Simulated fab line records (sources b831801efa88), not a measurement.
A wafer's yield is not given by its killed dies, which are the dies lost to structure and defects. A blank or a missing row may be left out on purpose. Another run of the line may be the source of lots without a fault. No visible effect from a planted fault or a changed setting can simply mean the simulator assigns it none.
Chamber matching / flow sky130 / 4 sister chambers for SKY_VIA4_CMP_21 on cmp-02
The step polishes, stops on SiO2, t overpolish 25 s, target thk 0 nm. 27 wafers are shown with their chamber, then 12 later ones without.

== EACH WAFER AND ITS CHAMBER ==
wafer=L075.2; chamber=2; motor_current_A (A)=10.0; time_to_endpoint_s (s)=120; overpolish_run_s (s)=24.994
wafer=L075.3; chamber=1; motor_current_A (A)=12.9; time_to_endpoint_s (s)=118; overpolish_run_s (s)=25.026
wafer=L075.5; chamber=1; motor_current_A (A)=13.3; time_to_endpoint_s (s)=119; overpolish_run_s (s)=24.976
wafer=L077.2; chamber=1; motor_current_A (A)=12.3; time_to_endpoint_s (s)=120; overpolish_run_s (s)=24.997
wafer=L077.4; chamber=3; motor_current_A (A)=10.3; time_to_endpoint_s (s)=120; overpolish_run_s (s)=24.998
wafer=L077.5; chamber=2; motor_current_A (A)=9.4; time_to_endpoint_s (s)=127; overpolish_run_s (s)=25.003
wafer=L078.1; chamber=3; motor_current_A (A)=10.2; time_to_endpoint_s (s)=120; overpolish_run_s (s)=24.999
wafer=L078.2; chamber=0; motor_current_A (A)=10.0; time_to_endpoint_s (s)=118; overpolish_run_s (s)=25.002
wafer=L078.3; chamber=1; motor_current_A (A)=12.6; time_to_endpoint_s (s)=119; overpolish_run_s (s)=25.000
wafer=L080.1; chamber=3; motor_current_A (A)=9.8; time_to_endpoint_s (s)=120; overpolish_run_s (s)=24.997
wafer=L080.4; chamber=2; motor_current_A (A)=9.9; time_to_endpoint_s (s)=120; overpolish_run_s (s)=25.004
wafer=L080.5; chamber=3; motor_current_A (A)=10.6; time_to_endpoint_s (s)=118; overpolish_run_s (s)=25.005
wafer=L083.1; chamber=1; motor_current_A (A)=12.9; time_to_endpoint_s (s)=122; overpolish_run_s (s)=25.004
wafer=L083.3; chamber=3; motor_current_A (A)=10.3; time_to_endpoint_s (s)=120; overpolish_run_s (s)=25.002
wafer=L083.5; chamber=1; motor_current_A (A)=12.9; time_to_endpoint_s (s)=117; overpolish_run_s (s)=25.007
wafer=L084.1; chamber=1; motor_current_A (A)=12.0; time_to_endpoint_s (s)=124; overpolish_run_s (s)=24.990
wafer=L084.4; chamber=0; motor_current_A (A)=10.0; time_to_endpoint_s (s)=127; overpolish_run_s (s)=24.998
wafer=L084.6; chamber=3; motor_current_A (A)=10.4; time_to_endpoint_s (s)=119; overpolish_run_s (s)=25.005
wafer=L087.4; chamber=1; motor_current_A (A)=12.7; time_to_endpoint_s (s)=127; overpolish_run_s (s)=25.017
wafer=L087.5; chamber=1; motor_current_A (A)=12.4; time_to_endpoint_s (s)=124; overpolish_run_s (s)=24.999
wafer=L087.6; chamber=2; motor_current_A (A)=9.5; time_to_endpoint_s (s)=127; overpolish_run_s (s)=25.000
wafer=L087.1; chamber=0; motor_current_A (A)=9.4; time_to_endpoint_s (s)=126; overpolish_run_s (s)=25.002
wafer=L087.2; chamber=3; motor_current_A (A)=10.3; time_to_endpoint_s (s)=120; overpolish_run_s (s)=24.997
wafer=L087.3; chamber=2; motor_current_A (A)=10.0; time_to_endpoint_s (s)=124; overpolish_run_s (s)=25.003
wafer=L090.1; chamber=2; motor_current_A (A)=10.2; time_to_endpoint_s (s)=123; overpolish_run_s (s)=25.003
wafer=L090.2; chamber=1; motor_current_A (A)=12.2; time_to_endpoint_s (s)=123; overpolish_run_s (s)=25.006
wafer=L090.5; chamber=0; motor_current_A (A)=9.6; time_to_endpoint_s (s)=122; overpolish_run_s (s)=25.001

SIGNATURES (means of the wafers above)
reading=motor_current_A; chamber 0=9.750; chamber 1=12.620; chamber 2=9.833; chamber 3=10.271; scatter within a chamber=0.332
reading=time_to_endpoint_s; chamber 0=123.25; chamber 1=121.30; chamber 2=123.50; chamber 3=119.57; scatter within a chamber=2.92
reading=overpolish_run_s; chamber 0=25.00075; chamber 1=25.00220; chamber 2=25.00117; chamber 3=25.00043; scatter within a chamber=0.00899
Rule: for each reading, subtract the chamber's mean from the wafer's reading, divide by that reading's scatter and square the result; add these up over the readings and take the root, which gives the wafer's distance from the chamber. The wafer belongs to the nearest chamber; if the next one is less than 2 further off, it can't be placed. The scatter: the root of (the sum of the squares of (reading less its chamber's mean) over the shown wafers, divided by (wafers less chambers)).

== WAFERS WHOSE CHAMBER IS MISSING ==
wafer=L091.4; motor_current_A (A)=10.8; time_to_endpoint_s (s)=121; overpolish_run_s (s)=25.011
wafer=L091.5; motor_current_A (A)=9.6; time_to_endpoint_s (s)=125; overpolish_run_s (s)=25.003
wafer=L091.6; motor_current_A (A)=10.5; time_to_endpoint_s (s)=124; overpolish_run_s (s)=24.999
wafer=L091.1; motor_current_A (A)=8.9; time_to_endpoint_s (s)=125; overpolish_run_s (s)=25.003
wafer=L091.2; motor_current_A (A)=13.0; time_to_endpoint_s (s)=123; overpolish_run_s (s)=25.005
wafer=L091.3; motor_current_A (A)=9.7; time_to_endpoint_s (s)=123; overpolish_run_s (s)=25.005
wafer=L094.2; motor_current_A (A)=10.3; time_to_endpoint_s (s)=124; overpolish_run_s (s)=25.006
wafer=L094.3; motor_current_A (A)=9.8; time_to_endpoint_s (s)=123; overpolish_run_s (s)=25.014
wafer=L094.4; motor_current_A (A)=9.7; time_to_endpoint_s (s)=121; overpolish_run_s (s)=25.016
wafer=L097.1; motor_current_A (A)=10.5; time_to_endpoint_s (s)=121; overpolish_run_s (s)=25.000
wafer=L097.5; motor_current_A (A)=10.5; time_to_endpoint_s (s)=122; overpolish_run_s (s)=24.989
wafer=L097.6; motor_current_A (A)=9.9; time_to_endpoint_s (s)=123; overpolish_run_s (s)=25.010

== CHAMBER TAKEN BY EACH ==
wafer=L091.4; from the rows above=can't be placed: 3 or 2 or 0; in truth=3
wafer=L091.5; from the rows above=can't be placed: 0 or 2 or 3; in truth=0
wafer=L091.6; from the rows above=can't be placed: 3 or 2 or 0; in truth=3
wafer=L091.1; from the rows above=can't be placed: 0 or 2 or 3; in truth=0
wafer=L091.2; from the rows above=1; in truth=1
wafer=L091.3; from the rows above=can't be placed: 0 or 2 or 3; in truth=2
wafer=L094.2; from the rows above=can't be placed: 2 or 3 or 0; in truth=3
wafer=L094.3; from the rows above=can't be placed: 2 or 0 or 3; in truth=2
wafer=L094.4; from the rows above=can't be placed: 0 or 2 or 3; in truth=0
wafer=L097.1; from the rows above=can't be placed: 3 or 2 or 0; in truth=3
wafer=L097.5; from the rows above=can't be placed: 3 or 2 or 0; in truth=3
wafer=L097.6; from the rows above=can't be placed: 2 or 0 or 3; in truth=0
1 of 12 placed correctly. These rows do not allow placing 11 (true chamber among the candidates in 11). 0 placed wrongly.
